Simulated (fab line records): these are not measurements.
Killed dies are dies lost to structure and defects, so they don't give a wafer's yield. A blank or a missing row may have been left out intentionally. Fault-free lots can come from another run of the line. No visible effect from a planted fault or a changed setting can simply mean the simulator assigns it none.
fab line records ; flow gf180mcu
[record] lots = 6; wafers = 18; last_day = 34
route steps=602 shown V1@359 M2@362
lots untouched by any fault: they come from a run of this same line in which no faults occurred
start_h: start of the lot's first displayed wafer, in hours after the record's first day ; wait_h: hours elapsed since this lot's preceding step ; " unchanged from the row above ; L1.1+2: a single row standing in for several wafers ; - no value, or no start was given ; * or withheld: withheld ; < > ~ a bound
route shown NAME@n: names a module that has steps shown in the file, with the first one's number in the route ; usual: mean/standard deviation taken from wafers without a fault ; same: alike in all rows ; chamber/n: place in a boat ; sites: each site's reading ; _std_site: the values' standard deviation ; _edge_site: mean of outer sites minus mean of inner sites ; radius_mm: for every site, how far away it sits from the centre of the wafer ; mask NAME#n: copy n ; behind: tool/chamber where the wafer was last shaped ; hold: the reason the lot was held/the length of the hold in hours/how it ended ; device: the n, p or np transistor that did not switch ; end of line: the tests these same wafers got at the end of their route ; a step without rows: its recipe alone ; killed: dies that structure and defects cost at the first sort, which is not the same as the wafer's yield ; map: a wafer's dies, marking killed ones x, the rest . and places with no die _
set.NAME: the setting as run; set.NAME@STEP: as run at that earlier step ; model.NAME: the simulator's own value behind a step, which no gauge read
certain route steps with their lots: each step a table, each wafer a row
services: the hour from which a tool's chamber was out of use, counted from the record's first day as start_h (under 0 if before that day), plus the number of hours and why
[[steps]]
[step GF_V1_RS_MEAS_24]
[recipe] thk_meas_gauge = four-point-probe; reads = W_of_V1_CVD_23+TiN_of_V1_SPUTTER_22+Ti_of_V1_SPUTTER_21
[usual] V1_W_RS = 0.328/0.0042
lot.wafer;tool;chamber;start_h;wait_h;V1_W_RS[ohm/sq]
L767.2;film_metro-02;-;456.87;0.2;0.323
L767.3;film_metro-02;-;456.87;0.2;0.324
L767.5;film_metro-02;-;456.87;0.2;0.326
L772.2;film_metro-01;-;511.09;0.1;0.331
L772.3;film_metro-01;-;511.09;0.1;0.331
L772.4;film_metro-01;-;511.09;0.1;0.324
L780.4;film_metro-01;-;566.75;0.1;0.331
L780.5;film_metro-01;-;566.75;0.1;0.326
L780.6;film_metro-01;-;566.75;0.1;0.324
L781.3;film_metro-03;-;567.59;0.2;0.325
L781.4;film_metro-03;-;567.59;0.2;0.328
L781.5;film_metro-03;-;567.59;0.2;0.326
L783.1;film_metro-02;-;588.89;0.1;0.330
L783.4;film_metro-02;-;588.89;0.1;0.335
L783.5;film_metro-02;-;588.89;0.1;0.326
L784.2;film_metro-02;-;595.65;0.1;0.328
L784.3;film_metro-02;-;595.65;0.1;0.328
L784.4;film_metro-02;-;595.65;0.1;0.326
[step GF_V1_THK_MEAS_25]
[recipe] thk_meas_gauge = xrf; reads = W_of_V1_CVD_23
[usual] V1_W_THK = 340/5.1
lot.wafer;tool;chamber;start_h;wait_h;V1_W_THK[nm]
L767.2;film_metro-02;-;456.98;0.1;343
L767.3;film_metro-02;-;456.98;0.1;341
L767.5;film_metro-02;-;456.98;0.1;340
L772.2;film_metro-01;-;511.20;0.1;337
L772.3;film_metro-01;-;511.20;0.1;338
L772.4;film_metro-01;-;511.20;0.1;343
L780.4;film_metro-01;-;566.84;0.1;340
L780.5;film_metro-01;-;566.84;0.1;344
L780.6;film_metro-01;-;566.84;0.1;347
L781.3;film_metro-03;-;567.69;0.1;340
L781.4;film_metro-03;-;567.69;0.1;339
L781.5;film_metro-03;-;567.69;0.1;342
L783.1;film_metro-02;-;589.01;0.1;339
L783.4;film_metro-02;-;589.01;0.1;334
L783.5;film_metro-02;-;589.01;0.1;342
L784.2;film_metro-02;-;595.76;0.1;339
L784.3;film_metro-02;-;595.76;0.1;341
L784.4;film_metro-02;-;595.76;0.1;342
[step GF_V1_CMP_26]
[recipe] stop_on = SiO2; down_force_psi = 3.5; platen_rpm = 60; t_overpolish_s = 15; target_thk_nm = 0; pad_velocity_m_s = 0.94248
[usual] motor_current_A = 10.9/0.99; overpolish_run_s = 14.999/0.0089; time_to_endpoint_s = 83/3.2
lot.wafer;tool;chamber;start_h;wait_h;motor_current_A;overpolish_run_s;time_to_endpoint_s
L767.3;cmp-02;2;457.03;0.0;9.4;15.001;86
L767.2;cmp-02;3;457.03;0.0;11.7;14.996;82
L767.5;cmp-02;3;457.03;0.0;11.1;15.009;85
L772.4;cmp-02;1;511.30;0.1;12.0;15.007;74
L772.2;cmp-02;2;511.30;0.1;9.1;15.021;83
L772.3;cmp-02;3;511.30;0.1;10.9;15.005;81
L780.4;cmp-01;0;566.92;0.1;10.4;15.013;79
L780.6;cmp-01;3;566.92;0.1;12.2;14.983;84
L780.5;cmp-01;0;566.92;0.1;10.0;15.002;86
L781.4;cmp-02;2;567.83;0.1;9.3;14.990;87
L781.3;cmp-02;3;567.83;0.1;11.1;15.008;88
L781.5;cmp-02;0;567.83;0.1;11.2;14.989;88
L783.4;cmp-01;1;589.07;0.0;10.9;15.002;83
L783.1;cmp-01;0;589.07;0.0;10.5;14.999;86
L783.5;cmp-01;1;589.07;0.0;11.8;15.006;86
L784.2;cmp-02;3;595.81;0.0;11.3;15.015;82
L784.4;cmp-02;1;595.81;0.0;12.7;14.996;80
L784.3;cmp-02;2;595.81;0.0;9.6;15.009;84
[step GF_M2_SPUTTER_00]
[recipe] material = Ti; target_thk_nm = 37.5; arriving_ion_energy_ev = 80; substrate_temp_c = 200; chamber_pressure_pa = 2; power_w = 4000; time_s = 150
[usual] substrate_temp_c = 200.03/0.15; throttle_valve_pct = 30.3/1.2
lot.wafer;tool;chamber;start_h;wait_h;substrate_temp_c;throttle_valve_pct
L767.2;pvd_sputter-03;-;457.33;0.2;200.29;31.3
L767.3;pvd_sputter-03;-;457.33;0.2;200.25;29.0
L767.5;pvd_sputter-03;-;457.33;0.2;200.20;33.2
L772.2;pvd_sputter-02;-;511.55;0.1;200.07;29.7
L772.3;pvd_sputter-02;-;511.55;0.1;199.90;31.7
L772.4;pvd_sputter-02;-;511.55;0.1;200.18;30.3
L780.4;pvd_sputter-02;-;567.17;0.2;200.07;30.1
L780.5;pvd_sputter-02;-;567.17;0.2;200.34;31.6
L780.6;pvd_sputter-02;-;567.17;0.2;200.09;29.5
L781.3;pvd_sputter-04;-;568.03;0.1;200.25;30.7
L781.4;pvd_sputter-04;-;568.03;0.1;200.11;29.7
L781.5;pvd_sputter-04;-;568.03;0.1;199.94;29.6
L783.1;pvd_sputter-02;-;589.37;0.1;200.31;30.0
L783.4;pvd_sputter-02;-;589.37;0.1;200.27;30.1
L783.5;pvd_sputter-02;-;589.37;0.1;200.26;30.2
L784.2;pvd_sputter-03;-;596.11;0.2;199.95;31.3
L784.3;pvd_sputter-03;-;596.11;0.2;200.23;29.9
L784.4;pvd_sputter-03;-;596.11;0.2;199.76;33.6
[step GF_M2_SPUTTER_01]
[recipe] material = TiN; target_thk_nm = 30; power_w = 6500; time_s = 25; chamber_pressure_pa = 0.4
[step GF_M2_SPUTTER_02]
[recipe] material = AlCu; target_thk_nm = 450; power_w = 10600; time_s = 23.9; chamber_pressure_pa = 0.4
[usual] throttle_valve_pct = 30.3/1.2
lot.wafer;tool;chamber;start_h;wait_h;throttle_valve_pct
L767.2;pvd_sputter-03;-;457.48;0.0;31.2
L767.3;pvd_sputter-03;-;457.48;0.0;28.9
L767.5;pvd_sputter-03;-;457.48;0.0;33.4
L772.2;pvd_sputter-02;-;511.68;0.0;29.7
L772.3;pvd_sputter-02;-;511.68;0.0;31.7
L772.4;pvd_sputter-02;-;511.68;0.0;30.0
L780.4;pvd_sputter-02;-;567.30;0.0;30.1
L780.5;pvd_sputter-02;-;567.30;0.0;31.5
L780.6;pvd_sputter-02;-;567.30;0.0;29.7
L781.3;pvd_sputter-04;-;568.16;0.0;30.8
L781.4;pvd_sputter-04;-;568.16;0.0;29.8
L781.5;pvd_sputter-04;-;568.16;0.0;29.4
L783.1;pvd_sputter-02;-;589.50;0.0;30.2
L783.4;pvd_sputter-02;-;589.50;0.0;30.0
L783.5;pvd_sputter-02;-;589.50;0.0;30.2
L784.2;pvd_sputter-03;-;596.25;0.0;31.3
L784.3;pvd_sputter-03;-;596.25;0.0;29.8
L784.4;pvd_sputter-03;-;596.25;0.0;33.6
[step GF_M2_SPUTTER_03]
[recipe] material = Ti; target_thk_nm = 10; substrate_temp_c = 300; chamber_pressure_pa = 0.3; power_w = 3000; time_s = 6.7
[usual] substrate_temp_c = 300.02/0.17; throttle_valve_pct = 30.3/1.2
lot.wafer;tool;chamber;start_h;wait_h;substrate_temp_c;throttle_valve_pct
L767.2;pvd_sputter-03;-;457.51;0.0;300.05;31.3
L767.3;pvd_sputter-03;-;457.51;0.0;299.95;28.8
L767.5;pvd_sputter-03;-;457.51;0.0;300.15;33.6
L772.2;pvd_sputter-02;-;511.71;0.0;299.95;29.3
L772.3;pvd_sputter-02;-;511.71;0.0;299.97;31.6
L772.4;pvd_sputter-02;-;511.71;0.0;300.21;30.1
L780.4;pvd_sputter-02;-;567.33;0.0;299.98;30.3
L780.5;pvd_sputter-02;-;567.33;0.0;299.95;31.8
L780.6;pvd_sputter-02;-;567.33;0.0;300.06;29.8
L781.3;pvd_sputter-04;-;568.19;0.0;300.09;30.7
L781.4;pvd_sputter-04;-;568.19;0.0;300.08;29.8
L781.5;pvd_sputter-04;-;568.19;0.0;300.33;29.5
L783.1;pvd_sputter-02;-;589.53;0.0;300.24;30.1
L783.4;pvd_sputter-02;-;589.53;0.0;300.12;29.9
L783.5;pvd_sputter-02;-;589.53;0.0;299.99;30.2
L784.2;pvd_sputter-03;-;596.28;0.0;300.33;31.4
L784.3;pvd_sputter-03;-;596.28;0.0;300.12;29.7
L784.4;pvd_sputter-03;-;596.28;0.0;300.16;33.5
[step GF_M2_SPUTTER_04]
[recipe] material = TiN; target_thk_nm = 50; power_w = 6500; time_s = 41.7; chamber_pressure_pa = 0.4
[usual] throttle_valve_pct = 30.3/1.2
lot.wafer;tool;chamber;start_h;wait_h;throttle_valve_pct
L767.2;pvd_sputter-03;-;457.54;0.0;31.0
L767.3;pvd_sputter-03;-;457.54;0.0;29.0
L767.5;pvd_sputter-03;-;457.54;0.0;33.4
L772.2;pvd_sputter-02;-;511.73;0.0;30.0
L772.3;pvd_sputter-02;-;511.73;0.0;31.9
L772.4;pvd_sputter-02;-;511.73;0.0;30.0
L780.4;pvd_sputter-02;-;567.35;0.0;30.5
L780.5;pvd_sputter-02;-;567.35;0.0;31.9
L780.6;pvd_sputter-02;-;567.35;0.0;29.4
L781.3;pvd_sputter-04;-;568.21;0.0;30.8
L781.4;pvd_sputter-04;-;568.21;0.0;29.6
L781.5;pvd_sputter-04;-;568.21;0.0;29.4
L783.1;pvd_sputter-02;-;589.55;0.0;30.1
L783.4;pvd_sputter-02;-;589.55;0.0;30.3
L783.5;pvd_sputter-02;-;589.55;0.0;29.8
L784.2;pvd_sputter-03;-;596.30;0.0;31.2
L784.3;pvd_sputter-03;-;596.30;0.0;29.9
L784.4;pvd_sputter-03;-;596.30;0.0;33.5
[step GF_M2_RS_MEAS_05]
[recipe] thk_meas_gauge = four-point-probe; reads = TiN_of_M2_SPUTTER_04+Ti_of_M2_SPUTTER_03+AlCu_of_M2_SPUTTER_02+TiN_of_M2_SPUTTER_01+Ti_of_M2_SPUTTER_00
[usual] M2_ALCU_RS = 0.0695/0.00069
lot.wafer;tool;chamber;start_h;wait_h;M2_ALCU_RS[ohm/sq]
L767.2;film_metro-01;-;457.60;0.0;0.0699
L767.3;film_metro-01;-;457.60;0.0;0.0693
L767.5;film_metro-01;-;457.60;0.0;0.0689
L772.2;film_metro-02;-;511.79;0.0;0.0686
L772.3;film_metro-02;-;511.79;0.0;0.0687
L772.4;film_metro-02;-;511.79;0.0;0.0690
L780.4;film_metro-01;-;567.45;0.1;0.0690
L780.5;film_metro-01;-;567.45;0.1;0.0680
L780.6;film_metro-01;-;567.45;0.1;0.0690
L781.3;film_metro-01;-;568.29;0.1;0.0703
L781.4;film_metro-01;-;568.29;0.1;0.0708
L781.5;film_metro-01;-;568.29;0.1;0.0700
L783.1;film_metro-01;-;589.59;0.0;0.0707
L783.4;film_metro-01;-;589.59;0.0;0.0697
L783.5;film_metro-01;-;589.59;0.0;0.0705
L784.2;film_metro-01;-;596.36;0.0;0.0695
L784.3;film_metro-01;-;596.36;0.0;0.0692
L784.4;film_metro-01;-;596.36;0.0;0.0681
[step GF_M2_THK_MEAS_06]
[recipe] thk_meas_gauge = xrf; reads = AlCu_of_M2_SPUTTER_02
[usual] M2_ALCU_THK = 451/5.7
lot.wafer;tool;chamber;start_h;wait_h;M2_ALCU_THK[nm]
L767.2;film_metro-01;-;457.71;0.1;446
L767.3;film_metro-01;-;457.71;0.1;452
L767.5;film_metro-01;-;457.71;0.1;453
L772.2;film_metro-02;-;511.90;0.1;460
L772.3;film_metro-02;-;511.90;0.1;461
L772.4;film_metro-02;-;511.90;0.1;459
L780.4;film_metro-01;-;567.54;0.1;454
L780.5;film_metro-01;-;567.54;0.1;457
L780.6;film_metro-01;-;567.54;0.1;449
L781.3;film_metro-01;-;568.39;0.1;444
L781.4;film_metro-01;-;568.39;0.1;440
L781.5;film_metro-01;-;568.39;0.1;444
L783.1;film_metro-01;-;589.71;0.1;441
L783.4;film_metro-01;-;589.71;0.1;446
L783.5;film_metro-01;-;589.71;0.1;442
L784.2;film_metro-01;-;596.47;0.1;447
L784.3;film_metro-01;-;596.47;0.1;450
L784.4;film_metro-01;-;596.47;0.1;458
[step GF_M2_DEHYDRATE_07]
[recipe] temp_c = 200; time_s = 60
[step GF_M2_HMDS_08]
[recipe] prime_time_s = 60; prime_temp_c = 120
[step GF_M2_COAT_09]
[recipe] resist = KrF; spin_rpm = withheld; resist_thk_nm = 1000
lot.wafer;tool;chamber;start_h;wait_h;model.KrF_of_M2_COAT_09.thk_nm
L767.2;litho_track-03;0;468.38;0.1;1005
L767.3;litho_track-03;0;468.38;0.1;1000
L767.5;litho_track-03;0;468.38;0.1;1004
L772.2;litho_track-04;0;522.21;0.1;999.1
L772.3;litho_track-04;0;522.21;0.1;1004
L772.4;litho_track-04;0;522.21;0.1;1003
L780.4+6;litho_track-04;0;579.11;0.1;1055
L780.5;litho_track-04;0;579.11;0.1;1054
L781.3;litho_track-04;0;579.68;0.1;1059
L781.4;litho_track-04;0;579.68;0.1;1058
L781.5;litho_track-04;0;579.68;0.1;1061
L783.1+4;litho_track-01;0;600.95;0.1;1001
L783.5;litho_track-01;0;600.95;0.1;997.3
L784.2;litho_track-01;0;607.38;0.1;1005
L784.3;litho_track-01;0;607.38;0.1;1003
L784.4;litho_track-01;0;607.38;0.1;1002
[step GF_M2_SOFTBAKE_10]
[recipe] temp_c = 130; time_s = 60; resist = KrF
[step GF_M2_EXPOSE_11]
[recipe] mask_id = Metal2; target_cd_nm = 280; na = 0.68; source_shape = conventional; sigma_outer = 0.6; dose_mj = 28
[step GF_M2_PEB_12]
[recipe] peb_temp_c = 135; peb_time_s = 90; resist = KrF
[step GF_M2_DEVELOP_13]
[recipe] develop_time_s = 60; dev_temp_c = 21
[step GF_M2_CD_MEAS_14]
[recipe] target_cd_nm = 280
[usual] cd_nm = 279.9/1.2
lot.wafer;tool;chamber;start_h;wait_h;cd_nm
L767.2;cd_sem-01;-;481.53;0.1;279.3
L767.3;cd_sem-01;-;481.53;0.1;279.0
L767.5;cd_sem-01;-;481.53;0.1;279.1
L772.2;cd_sem-01;-;534.25;0.1;279.3
L772.3;cd_sem-01;-;534.25;0.1;279.7
L772.4;cd_sem-01;-;534.25;0.1;279.6
L780.4;cd_sem-01;-;589.81;0.1;282.6
L780.5;cd_sem-01;-;589.81;0.1;283.6
L780.6;cd_sem-01;-;589.81;0.1;282.7
L781.3;cd_sem-02;-;590.42;0.1;282.9
L781.4;cd_sem-02;-;590.42;0.1;283.5
L781.5;cd_sem-02;-;590.42;0.1;283.7
L783.1;cd_sem-02;-;611.55;0.2;279.3
L783.4;cd_sem-02;-;611.55;0.2;279.7
L783.5;cd_sem-02;-;611.55;0.2;279.3
L784.2;cd_sem-02;-;617.47;0.1;281.3
L784.3;cd_sem-02;-;617.47;0.1;281.4
L784.4;cd_sem-02;-;617.47;0.1;280.9
[step GF_M2_OVL_MEAS_15]
[usual] M2_OVL = 4/4.7
lot.wafer;tool;chamber;start_h;wait_h;M2_OVL[nm]
L767.2;overlay-02;-;481.64;0.1;-2
L767.3;overlay-02;-;481.64;0.1;-1
L767.5;overlay-02;-;481.64;0.1;-2
L772.2;overlay-01;-;534.36;0.1;4
L772.3;overlay-01;-;534.36;0.1;4
L772.4;overlay-01;-;534.36;0.1;5
L780.4;overlay-02;-;589.89;0.1;6
L780.5;overlay-02;-;589.89;0.1;-5
L780.6;overlay-02;-;589.89;0.1;-1
L781.3;overlay-01;-;590.52;0.1;5
L781.4;overlay-01;-;590.52;0.1;4
L781.5;overlay-01;-;590.52;0.1;-1
L783.1;overlay-01;-;611.67;0.1;0
L783.4;overlay-01;-;611.67;0.1;3
L783.5;overlay-01;-;611.67;0.1;-3
L784.2;overlay-02;-;617.58;0.1;6
L784.3;overlay-02;-;617.58;0.1;-1
L784.4;overlay-02;-;617.58;0.1;9
[step GF_M2_METAL_ETCH_16]
[recipe] chemistry = Cl2/BCl3; mask_material = KrF; target_depth_nm = 750.8; stop_on = SiO2; pressure_mtorr = 8; icp_w = 800; bias_w = 140; Cl2_flow_sccm = 80; bcl3_flow_sccm = 40; time_s = 125.1
[usual] drypump_motor_current_A = 5.79/0.25; oes_product_au = 0.990/0.0068; throttle_valve_pct = 28.230/0.011
lot.wafer;tool;chamber;start_h;wait_h;drypump_motor_current_A;oes_product_au;rf_hours_counter_h;throttle_valve_pct;model.KrF_of_M2_COAT_09.thk_nm
L767.2;rie_metal-03;0;481.67;0.0;5.95;0.990;13;28.255;693.2
L767.3;rie_metal-03;1;481.67;0.0;5.55;0.996;-;28.219;678.6
L767.5;rie_metal-03;0;481.67;0.0;5.92;0.985;-;28.247;691
L772.2;rie_metal-03;0;534.39;0.0;5.93;1.000;0;28.226;685.1
L772.3;rie_metal-03;0;534.39;0.0;5.93;0.988;-;28.225;688.9
L772.4;rie_metal-03;1;534.39;0.0;5.57;0.998;-;28.225;678.6
L780.4;rie_metal-03;1;589.95;0.1;5.58;0.993;-;28.218;732.3
L780.5;rie_metal-03;1;589.95;0.1;5.58;0.999;-;28.219;731.4
L780.6;rie_metal-03;0;589.95;0.1;5.96;0.985;-;28.222;739.2
L781.3;rie_metal-04;0;590.58;0.1;5.40;0.993;-;28.234;738.9
L781.4;rie_metal-04;1;590.58;0.1;6.00;0.982;-;28.232;751.2
L781.5;rie_metal-04;1;590.58;0.1;5.99;0.974;-;28.253;750.6
L783.1;rie_metal-04;1;611.71;0.0;6.02;0.997;3;28.230;691.3
L783.4;rie_metal-04;1;611.71;0.0;6.02;0.982;-;28.234;691.7
L783.5;rie_metal-04;1;611.71;0.0;6.03;0.982;-;28.241;688.4
L784.2;rie_metal-04;1;617.65;0.1;6.03;0.990;-;28.239;694.8
L784.3;rie_metal-04;1;617.65;0.1;6.07;0.990;-;28.234;692.4
L784.4;rie_metal-04;1;617.65;0.1;6.03;0.987;-;28.226;692.1
[step GF_M2_STRIP_17]
[recipe] chemistry = O2/N2; power_w = 1400; pressure_mtorr = 1500; platen_temp_c = 250; o2_flow_sccm = 3000; n2_flow_sccm = 300; overash_fraction = 0.5
[usual] drypump_motor_current_A = 5.67/0.26; heater_power_w = 340/24; n2_flow_sccm = 300.0/0.87; oes_product_au = 0.538/0.0052; strip_time_to_endpoint_s = 7.40/0.063
lot.wafer;tool;chamber;start_h;wait_h;drypump_motor_current_A;heater_power_w;n2_flow_sccm;oes_product_au;rf_hours_counter_h;strip_time_to_endpoint_s
L767.2;plasma_asher-04;1;481.79;0.1;5.59;385;301.9;0.541;68;7.46
L767.3;plasma_asher-04;0;481.79;0.1;5.09;362;301.1;0.537;-;7.32
L767.5;plasma_asher-04;1;481.79;0.1;5.64;385;301.8;0.552;-;7.45
L772.2;plasma_asher-01;1;534.52;0.1;5.77;358;299.9;0.526;10;7.39
L772.3;plasma_asher-01;0;534.52;0.1;5.90;318;300.7;0.548;-;7.43
L772.4;plasma_asher-01;1;534.52;0.1;5.76;353;299.7;0.533;-;7.32
L780.4;plasma_asher-04;1;590.07;0.1;5.64;381;301.2;0.557;-;7.85
L780.5;plasma_asher-04;0;590.07;0.1;5.07;354;300.9;0.560;-;7.85
L780.6;plasma_asher-04;1;590.07;0.1;5.61;374;299.9;0.555;-;7.92
L781.3;plasma_asher-02;1;590.70;0.1;5.88;326;299.6;0.557;-;7.91
L781.4;plasma_asher-02;0;590.70;0.1;5.56;328;300.7;0.558;-;8.02
L781.5;plasma_asher-02;1;590.70;0.1;5.89;334;300.7;0.557;-;8.02
L783.1;plasma_asher-04;1;611.97;0.2;5.56;388;300.3;0.534;82;7.46
L783.4;plasma_asher-04;0;611.97;0.2;5.10;352;299.4;0.540;-;7.44
L783.5;plasma_asher-04;1;611.97;0.2;5.66;390;299.6;0.534;-;7.41
L784.2;plasma_asher-01;1;617.87;0.2;5.74;353;300.4;0.540;19;7.48
L784.3;plasma_asher-01;0;617.87;0.2;5.88;313;298.8;0.542;-;7.45
L784.4;plasma_asher-01;1;617.87;0.2;5.75;357;299.6;0.542;-;7.46
[step GF_M2_STRIP_18]
[recipe] chemistry = post_etch_residue_remover; time_s = 1200; temp_c = 72.5
[[services]]
tool;chamber;start_h;hours;kind
cmp-02;-;434.67;2.4;repair
cmp-02;-;437.03;5.2;pm
rie_metal-04;1;450.98;12.3;repair
cmp-02;-;453.23;1.5;repair
pvd_sputter-04;1;455.98;-;consumable_replace:kit
pvd_sputter-04;1;455.98;18.0;scheduled_down
cmp-01;-;462.37;14.8;pm
cmp-02;-;497.76;0.6;repair
plasma_asher-02;-;503.16;0.6;repair
pvd_sputter-03;-;526.60;4.3;repair
plasma_asher-01;-;538.05;7.1;repair
pvd_sputter-02;-;538.43;3.1;repair
plasma_asher-04;-;539.74;4.3;pm
pvd_sputter-02;-;540.88;0.7;repair
plasma_asher-04;-;544.45;4.0;pm
pvd_sputter-02;-;547.45;12.8;repair
cmp-02;-;548.17;0.2;repair
pvd_sputter-03;-;556.24;15.3;repair
plasma_asher-02;-;557.85;31.1;repair
cmp-02;-;573.50;4.0;pm
plasma_asher-02;-;577.76;2.8;repair
cmp-02;-;593.57;1.4;repair
pvd_sputter-04;-;604.02;46.8;repair
cmp-01;-;617.16;5.6;pm
[[key]]
[first_sign] step = GF_M2_STRIP_17; reading = strip_time_to_endpoint_s; direction = up; sigmas = 8.4; usual = *; struck = *
[effect] step = GF_M2_STRIP_17; reading = oes_product_au; direction = up; sigmas = 3.7; usual = 0.538; struck = 0.557
[model_effect] step = GF_M2_COAT_09; value = KrF_of_M2_COAT_09.thk_nm; without = 999.3; struck = 1057
[model_effect] step = GF_M2_METAL_ETCH_16; value = KrF_of_M2_COAT_09.thk_nm; without = 682.9; struck = 740.6
met_at GF_M2_COAT_09
struck_wafers L780.4,L780.5,L780.6,L781.3,L781.4,L781.5
onset_between 522.21 579.11
[fault] kind = process_parameter_drift; tool = litho_track-04; chamber = -; onset_h = 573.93; steps = GF_M2_COAT_09; channel = resist_thk_nm; offset = *; shape = step; end_h = 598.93; acts_in = *; stated = *
